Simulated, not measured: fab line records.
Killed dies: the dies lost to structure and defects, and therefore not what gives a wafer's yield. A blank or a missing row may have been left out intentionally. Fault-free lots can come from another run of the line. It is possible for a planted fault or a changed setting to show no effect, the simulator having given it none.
Which tool was responsible?    flow gf180mcu    Sampling: 24 lots, 72 wafers, 6 of 602 route steps

## WHAT THE GAUGES READ, wafer by wafer
GF_M3_OVL_MEAS_15. Usual: for M3_OVL the level is -2 nm and the standard deviation is 5.1.
lot   measured      on          M3_OVL (nm)  flag
L074  day 21 07:22  overlay-01  -6 -5 0      
L075  day 21 16:52  overlay-01  -11 -6 -4    
L076  day 22 01:04  overlay-01  -10 -3 -2    
L077  day 22 15:28  overlay-02  1 1 0        
L078  day 22 23:55  overlay-02  0 -14 -7     
L079  day 23 07:19  overlay-01  -1 -2 3      
L080  day 23 12:38  overlay-01  1 -3 -2      
L081  day 23 22:28  overlay-01  1 -1 -2      
L082  day 24 08:52  overlay-02  -7 -7 1      
L083  day 24 17:34  overlay-02  7 -1 -2      
L084  day 25 07:49  overlay-01  -8 -2 -6     
L085  day 25 12:50  overlay-02  -8 -5 -3     
L086  day 26 13:04  overlay-02  -3 3 -3      
L088  day 26 20:04  overlay-01  -8 -12 -8    
L087  day 26 20:46  overlay-02  4 2 -9       
L089  day 27 02:37  overlay-01  -3 -1 -5     
L090  day 27 08:58  overlay-01  7 2 -2       
L092  day 27 21:43  overlay-01  2 -2 -1      
L091  day 27 23:16  overlay-01  -3 -7 2      
L094  day 28 03:37  overlay-01  11 4 9       
L093  day 28 08:31  overlay-01  -5 -11 5     
L095  day 28 10:07  overlay-02  -7 -4 -5     
L096  day 28 22:56  overlay-02  -3 -4 -3     
L097  day 29 01:38  overlay-01  -3 -6 -6     

GF_V4_OVL_MEAS_15. Usual: for V4_OVL the level is -3 nm and the standard deviation is 5.9.
lot   measured      on          V4_OVL (nm)  flag
L074  day 24 09:50  overlay-02  -4 -10 -2    
L075  day 24 18:22  overlay-01  0 -1 9       
L076  day 25 00:54  overlay-02  -3 4 5       
L077  day 25 15:24  overlay-02  -16 -5 -13   
L078  day 25 23:34  overlay-01  -10 -4 -3    
L079  day 26 06:19  overlay-01  -8 -7 -10    
L080  day 26 10:40  overlay-02  -14 -11 -20  
L081  day 26 19:10  overlay-01  3 7 4        
L082  day 27 05:48  overlay-02  7 -1 3       
L083  day 27 13:43  overlay-02  -6 -1 -8     
L084  day 28 02:06  overlay-01  -8 -6 0      
L085  day 28 07:40  overlay-02  2 -1 -5      
L086  day 29 05:19  overlay-02  -1 2 -2      
L088  day 29 11:16  overlay-02  -4 3 0       
L087  day 29 12:10  overlay-02  7 -3 -3      
L089  day 29 17:12  overlay-02  -4 1 3       
L090  day 29 23:45  overlay-02  4 6 9        
L092  day 30 11:24  overlay-02  -7 -6 1      
L091  day 30 12:49  overlay-01  -7 -9 -15    
L094  day 30 18:16  overlay-02  0 0 3        
L093  day 30 21:41  overlay-01  -14 -10 -6   
L095  day 30 22:49  overlay-01  0 4 -8       
L096  day 31 10:07  overlay-02  -1 8 4       
L097  day 31 12:58  overlay-02  6 -5 -1      

GF_V5_OVL_MEAS_15. Usual: for V5_OVL the level is 2 nm and the standard deviation is 5.1.
lot   measured      on          V5_OVL (nm)  flag
L074  day 27 04:55  overlay-01  13 3 10      
L075  day 27 12:25  overlay-02  0 -3 1       
L076  day 27 19:36  overlay-01  9 5 8        
L077  day 28 08:52  overlay-02  10 -4 6      
L078  day 28 15:52  overlay-01  5 4 -1       
L079  day 28 22:10  overlay-01  2 7 4        
L080  day 29 01:57  overlay-02  -4 -5 1      
L081  day 29 09:04  overlay-01  -4 9 7       
L082  day 30 00:20  overlay-02  10 7 4       
L083  day 30 03:25  overlay-02  5 9 1        
L084  day 30 13:28  overlay-01  2 4 -1       
L085  day 30 19:10  overlay-01  8 -7 2       
L086  day 31 14:38  overlay-01  1 4 -3       
L088  day 31 20:10  overlay-01  -4 -8 -4     
L087  day 31 21:25  overlay-02  3 -2 -8      
L089  day 32 01:52  overlay-02  -2 -2 -1     
L090  day 32 06:55  overlay-02  0 0 5        
L092  day 32 19:01  overlay-01  6 -2 3       
L091  day 32 20:04  overlay-01  15 7 3       
L094  day 33 02:13  overlay-01  -1 0 -3      
L093  day 33 04:37  overlay-02  -3 4 4       
L095  day 33 05:33  overlay-01  5 3 9        
L096  day 33 14:19  overlay-02  7 8 -1       
L097  day 33 17:26  overlay-01  -15 -1 4     

## WHAT TOOL EACH LOT RAN ON (gives the tool, then ch and the chambers of the sampled wafers, and finally the start)
lot   GF_M4_STRIP_17                       GF_V4_CMP_04                   GF_MIM_SPUTTER_09
L074  plasmaAsher-02 ch 0,1, day 23 09:43  cmp-01 ch 0,1,2, day 23 10:37  pvdSputter-01, day 24 11:43
L075  plasmaAsher-02 ch 0,1, day 23 18:46  cmp-02 ch 2,3, day 23 19:37    pvdSputter-04, day 24 20:11
L076  plasmaAsher-02 ch 0, day 24 01:49    cmp-02 ch 0,1, day 24 02:38    pvdSputter-03, day 25 02:44
L077  plasmaAsher-01 ch 0,1, day 24 16:26  cmp-02 ch 0,3, day 24 17:20    pvdSputter-04, day 25 17:11
L078  plasmaAsher-03 ch 0,1, day 25 00:07  cmp-01 ch 0,1,3, day 25 00:55  pvdSputter-01, day 26 01:20
L079  plasmaAsher-01 ch 0,1, day 25 07:22  cmp-02 ch 0,1, day 25 08:11    pvdSputter-04, day 26 08:05
L080  plasmaAsher-03 ch 0,1, day 25 11:40  cmp-02 ch 1,2,3, day 25 12:35  pvdSputter-04, day 26 12:26
L081  plasmaAsher-03 ch 0,1, day 25 21:31  cmp-01 ch 0,1,3, day 25 22:28  pvdSputter-04, day 26 20:56
L082  plasmaAsher-02 ch 0,1, day 26 07:55  cmp-02 ch 0,1, day 26 08:43    pvdSputter-04, day 27 12:17
L083  plasmaAsher-01 ch 0,1, day 26 16:07  cmp-01 ch 0,1,3, day 26 17:00  pvdSputter-01, day 27 15:29
L084  plasmaAsher-01 ch 0,1, day 27 05:08  cmp-01 ch 0,1,3, day 27 06:05  pvdSputter-01, day 28 03:53
L085  plasmaAsher-01 ch 0,1, day 27 10:49  cmp-02 ch 0,2,3, day 27 11:39  pvdSputter-01, day 28 09:28
L086  plasmaAsher-01 ch 0,1, day 28 08:56  cmp-01 ch 1,3, day 28 09:56    pvdSputter-01, day 29 07:10
L088  plasmaAsher-01 ch 0,1, day 28 14:49  cmp-02 ch 1,2, day 28 15:40    pvdSputter-01, day 29 13:07
L087  plasmaAsher-03 ch 0,1, day 28 15:28  cmp-02 ch 1,2,3, day 28 16:48  pvdSputter-04, day 29 13:56
L089  plasmaAsher-03 ch 0,1, day 28 20:58  cmp-01 ch 1,2,3, day 28 21:52  pvdSputter-01, day 29 18:59
L090  plasmaAsher-03 ch 0,1, day 29 02:28  cmp-01 ch 0,1,2, day 29 04:11  pvdSputter-04, day 30 01:34
L092  plasmaAsher-01 ch 1, day 29 15:10    cmp-02 ch 0,1,2, day 29 15:58  pvdSputter-01, day 30 13:10
L091  plasmaAsher-02 ch 0,1, day 29 16:50  cmp-01 ch 2,3, day 29 17:38    pvdSputter-04, day 30 14:48
L094  plasmaAsher-03 ch 0,1, day 29 22:25  cmp-02 ch 1,2, day 29 23:16    pvdSputter-01, day 30 20:02
L093  plasmaAsher-01 ch 0,1, day 30 02:07  cmp-01 ch 0,1,2, day 30 03:01  pvdSputter-04, day 30 23:26
L095  plasmaAsher-03 ch 0,1, day 30 03:18  cmp-01 ch 0,2,3, day 30 04:08  pvdSputter-03, day 31 00:35
L096  plasmaAsher-02 ch 0,1, day 30 15:32  cmp-01 ch 0,1, day 30 16:23    pvdSputter-03, day 31 11:56
L097  plasmaAsher-02 ch 0,1, day 30 18:44  cmp-01 ch 1,2,3, day 30 19:42  pvdSputter-04, day 31 14:47
- GF_M4_STRIP_17: strips in O2/N2.
- GF_V4_CMP_04: polishes SiO2.
- GF_MIM_SPUTTER_09: material TiN, target thk 35 nm, time 29.2 s.

## AS READ BY THE TOOLS THEMSELVES (means over the sampled wafers that have a number; for cases with no such wafer, the mark the record gives instead)
GF_M4_STRIP_17. Usual: drypumpMotorCurrentA 5.6 A, standard deviation 0.37; heaterPowerW 345 W, standard deviation 46; oesProductAu 0.536 a.u., standard deviation 0.0044; stripTimeToEndpointS 7.35 s, standard deviation 0.045.
lot   tool            drypumpMotorCurrentA (A)  heaterPowerW (W)  oesProductAu (a.u.)  stripTimeToEndpointS (s)  flag
L074  plasmaAsher-02  5.5                       291               0.538                7.37                      
L075  plasmaAsher-02  5.6                       316               0.536                7.41                      
L076  plasmaAsher-02  5.6                       339               0.536                7.36                      
L077  plasmaAsher-01  5.3                       383               0.530                7.34                      
L078  plasmaAsher-03  5.8                       357               0.535                7.35                      
L079  plasmaAsher-01  5.4                       358               0.540                7.36                      
L080  plasmaAsher-03  6.0                       349               0.532                7.35                      
L081  plasmaAsher-03  5.8                       360               0.537                7.33                      
L082  plasmaAsher-02  5.5                       282               0.539                7.39                      
L083  plasmaAsher-01  5.5                       358               0.535                7.37                      
L084  plasmaAsher-01  5.2                       382               0.538                7.39                      
L085  plasmaAsher-01  5.4                       355               0.541                7.37                      
L086  plasmaAsher-01  5.3                       389               0.534                7.34                      
L088  plasmaAsher-01  5.3                       383               0.533                7.28                      
L087  plasmaAsher-03  5.8                       356               0.536                7.33                      
L089  plasmaAsher-03  5.8                       357               0.534                7.33                      
L090  plasmaAsher-03  6.0                       360               0.537                7.36                      
L092  plasmaAsher-01  5.1                       418               0.539                7.33                      
L091  plasmaAsher-02  5.6                       310               0.535                7.29                      
L094  plasmaAsher-03  6.0                       362               0.535                7.34                      
L093  plasmaAsher-01  5.4                       354               0.533                7.36                      
L095  plasmaAsher-03  6.0                       352               0.533                7.31                      
L096  plasmaAsher-02  5.6                       311               0.533                7.35                      
L097  plasmaAsher-02  5.5                       285               0.536                7.31                      

GF_V4_CMP_04. Usual: motorCurrentA 12.3 A, standard deviation 1.1; timeToEndpointS 78 s, standard deviation 6.4.
lot   tool    motorCurrentA (A)  timeToEndpointS (s)  flag
L074  cmp-01  12.1               89                   
L075  cmp-02  11.4               74                   
L076  cmp-02  14.0               71                   
L077  cmp-02  12.1               76                   
L078  cmp-01  12.2               77                   
L079  cmp-02  14.2               70                   
L080  cmp-02  12.6               75                   
L081  cmp-01  12.4               81                   
L082  cmp-02  14.4               72                   
L083  cmp-01  12.2               77                   
L084  cmp-01  12.2               75                   
L085  cmp-02  11.8               77                   
L086  cmp-01  12.2               77                   
L088  cmp-02  12.4               72                   
L087  cmp-02  12.4               75                   
L089  cmp-01  12.3               77                   
L090  cmp-01  12.0               77                   
L092  cmp-02  12.8               80                   
L091  cmp-01  12.0               85                   
L094  cmp-02  12.9               82                   
L093  cmp-01  12.1               85                   
L095  cmp-01  12.0               81                   
L096  cmp-01  12.3               77                   
L097  cmp-01  12.3               78                   

GF_MIM_SPUTTER_09. Usual: cathodeDcPowerW 6499.9 W, standard deviation 1.1; throttleValvePct 30.1 %, standard deviation 1.1.
lot   tool           cathodeDcPowerW (W)  throttleValvePct (%)  flag
L074  pvdSputter-01  6500.9               30.0                  
L075  pvdSputter-04  6499.4               30.1                  
L076  pvdSputter-03  6500.5               30.1                  
L077  pvdSputter-04  6498.9               30.6                  
L078  pvdSputter-01  6498.5               29.3                  
L079  pvdSputter-04  6501.2               30.5                  
L080  pvdSputter-04  6500.5               29.8                  
L081  pvdSputter-04  6500.7               29.1                  
L082  pvdSputter-04  6500.3               31.1                  
L083  pvdSputter-01  6500.0               29.6                  
L084  pvdSputter-01  6501.5               29.4                  
L085  pvdSputter-01  6499.9               29.2                  
L086  pvdSputter-01  6499.7               29.3                  
L088  pvdSputter-01  6500.2               29.3                  
L087  pvdSputter-04  6500.4               31.2                  
L089  pvdSputter-01  6499.3               29.4                  
L090  pvdSputter-04  6500.3               30.0                  
L092  pvdSputter-01  6499.1               30.1                  
L091  pvdSputter-04  6500.4               30.8                  
L094  pvdSputter-01  6499.8               29.9                  
L093  pvdSputter-04  6499.7               30.3                  
L095  pvdSputter-03  6499.7               31.2                  
L096  pvdSputter-03  6499.5               32.1                  
L097  pvdSputter-04  6499.5               30.7                  

## THE ANSWER, worked out from the rows above alone
Rule: lot off if the mean of its wafers having a number is beyond 3 standard deviations from the usual mean. A lot without any number at a reading at which 4 lots or more have one is off too. Any other lot the step has rows for is counted as sound. After the gauges, taken in route order, come the tools' own readings; for these a lot's mean is taken, as printed above. The first step at which some lot is off is used, and at that step the reading that is off furthest; a lot without a number counts as furthest.
No lot is off on any of the readings shown, so nothing can be concluded from this.

## WHAT THE SIMULATOR HAD INSERTED
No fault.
